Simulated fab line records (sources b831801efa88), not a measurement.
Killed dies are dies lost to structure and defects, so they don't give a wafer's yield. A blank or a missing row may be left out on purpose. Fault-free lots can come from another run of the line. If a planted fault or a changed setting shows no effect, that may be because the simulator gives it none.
The tool behind it: which one? / flow sky130 / 6 lots with 18 wafers sampled at 3 steps, on a route of 708 steps

== WHAT THE GAUGES SHOWED, per wafer ==
SKY_POLY_GATE_CD_MEAS_13: the cd target is 150 nm.
lot=L697; measured=day 17 00:38; on=cd-sem-01; cd-nm (nm)=152.4 152.5 152.6
lot=L706; measured=day 20 08:43; on=cd-sem-02; cd-nm (nm)=151.6 151.3 150.5
lot=L710; measured=day 22 11:32; on=cd-sem-01; cd-nm (nm)=150.2 151.3 149.5
lot=L713; measured=day 23 21:46; on=cd-sem-01; cd-nm (nm)=150.3 149.0 150.8
lot=L715; measured=day 24 00:25; on=cd-sem-02; cd-nm (nm)=150.4 148.9 149.6
lot=L717; measured=day 24 06:56; on=cd-sem-02; cd-nm (nm)=151.4 150.9 150.3

== TOOL THAT RAN EACH LOT (tool first, then ch and the chambers of the sampled wafers, then the start) ==
lot=L697; SKY_SONOS_ONO_ETCH_15=rie-diel-03 ch 1,2,3, day 13 03:29; SKY_POLY_GATE_SOFTBAKE_09=litho-track-01 ch 0, day 16 10:00
lot=L706; SKY_SONOS_ONO_ETCH_15=rie-diel-03 ch 0,2,3, day 16 04:17; SKY_POLY_GATE_SOFTBAKE_09=litho-track-01 ch 0, day 19 17:00
lot=L710; SKY_SONOS_ONO_ETCH_15=rie-diel-02 ch 0,2, day 18 01:44; SKY_POLY_GATE_SOFTBAKE_09=litho-track-02 ch 0, day 21 20:00
lot=L713; SKY_SONOS_ONO_ETCH_15=rie-diel-02 ch 0,3, day 18 21:55; SKY_POLY_GATE_SOFTBAKE_09=litho-track-02 ch 0, day 23 06:00
lot=L715; SKY_SONOS_ONO_ETCH_15=rie-diel-02 ch 1,2, day 19 09:37; SKY_POLY_GATE_SOFTBAKE_09=litho-track-02 ch 0, day 23 08:00
lot=L717; SKY_SONOS_ONO_ETCH_15=rie-diel-03 ch 0,1,3, day 20 01:46; SKY_POLY_GATE_SOFTBAKE_09=litho-track-02 ch 0, day 23 15:00
- SKY_SONOS_ONO_ETCH_15: etches the open film in CHF3/O2, target depth 19.52 nm, time 7.8 s.
- SKY_POLY_GATE_SOFTBAKE_09: time 90 s.

== THE ANSWER, worked out from the rows above alone ==
Rule: what is usual is taken from the lots themselves. The widest of any qualifying gaps counts: lots, ordered by their means at a reading, are off when they make up no more than a third of the lots, leave a main group of 4 or more, and stand apart from it by 3 or more times the standard deviation of that group's means. A main group whose means are all the same, to the digits that the tables above print for the reading, isn't used. A lot without any number at a reading at which 4 lots or more have one is off too. All remaining lots with rows at the step are treated as sound.
None of the lots is off at any reading shown; this tells nothing.

== WHAT THE SIMULATOR HAD INSERTED ==
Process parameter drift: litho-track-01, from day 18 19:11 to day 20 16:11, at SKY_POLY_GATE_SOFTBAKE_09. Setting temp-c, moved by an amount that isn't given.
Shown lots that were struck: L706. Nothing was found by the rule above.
